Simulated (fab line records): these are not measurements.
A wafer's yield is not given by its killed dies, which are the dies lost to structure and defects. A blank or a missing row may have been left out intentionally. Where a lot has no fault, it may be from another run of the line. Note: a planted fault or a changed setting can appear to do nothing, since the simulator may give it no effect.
What tool caused it? / flow gf180mcu / Sampling: 7 lots, 21 wafers, 2 of 602 route steps

## WHAT THE GAUGES SHOWED, per wafer
GF_M1_THK_MEAS_06: measures by xrf.
lot=L917; measured=day 16 08:46; on=filmMetro-01; M1_ALCU_THK (nm)=443 439 440
lot=L920; measured=day 17 15:40; on=filmMetro-04; M1_ALCU_THK (nm)=446 445 449
lot=L929; measured=day 21 01:31; on=filmMetro-04; M1_ALCU_THK (nm)=450 457 460
lot=L932; measured=day 22 08:04; on=filmMetro-04; M1_ALCU_THK (nm)=455 458 449
lot=L934; measured=day 23 01:56; on=filmMetro-02; M1_ALCU_THK (nm)=453 455 453
lot=L937; measured=day 23 14:13; on=filmMetro-04; M1_ALCU_THK (nm)=452 447 453
lot=L939; measured=day 24 09:43; on=filmMetro-04; M1_ALCU_THK (nm)=462 462 462

## EACH LOT AND THE TOOL THAT RAN IT (in order: tool; ch and the chambers of the sampled wafers; start)
lot=L917; GF_CONTACT_ETCH_17=rieDiel-03 ch 1,2, day 16 07:00
lot=L920; GF_CONTACT_ETCH_17=rieDiel-01 ch 1,2,3, day 17 14:00
lot=L929; GF_CONTACT_ETCH_17=rieDiel-02 ch 0,1,2, day 20 23:00
lot=L932; GF_CONTACT_ETCH_17=rieDiel-01 ch 0,1, day 22 06:00
lot=L934; GF_CONTACT_ETCH_17=rieDiel-01 ch 0,2,3, day 23 00:00
lot=L937; GF_CONTACT_ETCH_17=rieDiel-01 ch 2,3, day 23 12:00
lot=L939; GF_CONTACT_ETCH_17=rieDiel-02 ch 0,3, day 24 08:00
- GF_CONTACT_ETCH_17: etches SiO2 in C4F8/O2/Ar, stops on CoSi2, target depth 860 nm.

## THE ANSWER, worked out from the rows above alone
Rule: usual is defined by the lots themselves. Put in order of their means at a reading, lots are off if they are a third of the lots or fewer, leave a main group of 4 or more, and stand apart from it by a gap of 3 or more times the standard deviation of the main group's means; of several such gaps the widest counts. A main group whose means are all the same, to the digits that the tables above print for the reading, isn't used. Also off: a lot with no number at a reading for which 4 or more lots have one. Where the step has rows for the other lots, those lots are counted as sound.
Nothing can be told from this: no lot is off at any reading shown.

## WHAT WAS PUT IN BY THE SIMULATOR
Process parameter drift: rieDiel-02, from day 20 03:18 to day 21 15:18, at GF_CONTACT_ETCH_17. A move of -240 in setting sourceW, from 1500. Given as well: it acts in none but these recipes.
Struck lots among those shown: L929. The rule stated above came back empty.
